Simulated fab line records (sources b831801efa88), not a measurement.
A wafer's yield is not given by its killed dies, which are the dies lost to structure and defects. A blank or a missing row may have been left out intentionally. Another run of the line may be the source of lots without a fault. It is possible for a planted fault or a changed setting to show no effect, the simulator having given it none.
8D (eight disciplines) problem report, filled in by code -- flow gf180mcu -- the parts of the form that need people (team, actions taken, sign-off) are left out

## 1. WHAT IS WRONG
Mean of beamEnergyKeV at GF_LVPWELL_IMPLANT_09: 56.193 across 6 wafers in 2 lots; on wafers with no fault it is 60.000 (standard deviation 0.02). So: -99 or more standard deviations from the usual mean.
Seen first at day 5 22:31 on implanter-02, wafer L315.2. The record holds 39 wafers of 13 lots with a number at this step. By rule, "out" or "out of limits" means more than 4 standard deviations away from the usual mean. All remaining wafers that have a number are taken as sound.

## 2. WHAT IT IS AND WHAT IT IS NOT
question,is,is not
which readings at this step,beamEnergyKeV,tiltDeg
which lots,"L315, L318","L306, L307, L308, L310, L312, L313, L316, L323, L324, L327, L329"
which wafers of those lots,all that have a number,-
read on which tools,implanter-02,"implanter-01, implanter-03"
when,from day 5 22:31,"up to then (18 sound wafers); but 15 sound wafers of L316, L323, L324, L327, L329 came after"

## 3. WHAT RULES OUT EACH SUSPECT
Counting: a tool at a process step up to the reading stays a suspect if it ran every lot that is out and no sound lot after the first of them.
- implanter-02 at GF_LVPWELL_IMPLANT_09: kept. Every lot that is out went through it, starting with L315 (day 5 22:31), and after that it ran no sound lot; the last sound lot it ran before then is L312 (day 5 05:55). Its own readings are out on those wafers: beamEnergyKeV.
Remaining after the count: implanter-02 at GF_LVPWELL_IMPLANT_09.

## 4. THE CAUSE (what the simulator had put in)
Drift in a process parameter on implanter-02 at GF_LVPWELL_IMPLANT_09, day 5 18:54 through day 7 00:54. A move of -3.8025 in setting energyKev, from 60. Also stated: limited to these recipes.
After counting, this tool was the only one left.

## 5. THE CHAIN OF EFFECTS, in route order
One row per reading whose mean, taken over the struck wafers that have a number, lies over 3 standard deviations from the usual. Only readings for which the record gives a usual standard deviation are gone through. hours: the time from each lot's start at the first step in this table that gives one to its start at this step, as a median over the lots. sigmas: the change in usual standard deviations.
hours,step,reading,usual,on struck wafers,change,sigmas
0,GF_LVPWELL_IMPLANT_09,beamEnergyKeV,60.000,56.193,-3.807,-99 or more
Its process steps:
- GF_LVPWELL_IMPLANT_09

## 6. HOW IT WOULD HAVE BEEN CAUGHT EARLIER
In this record the first reading out of limits was taken at day 5 22:31, 4 hours after the fault began at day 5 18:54.
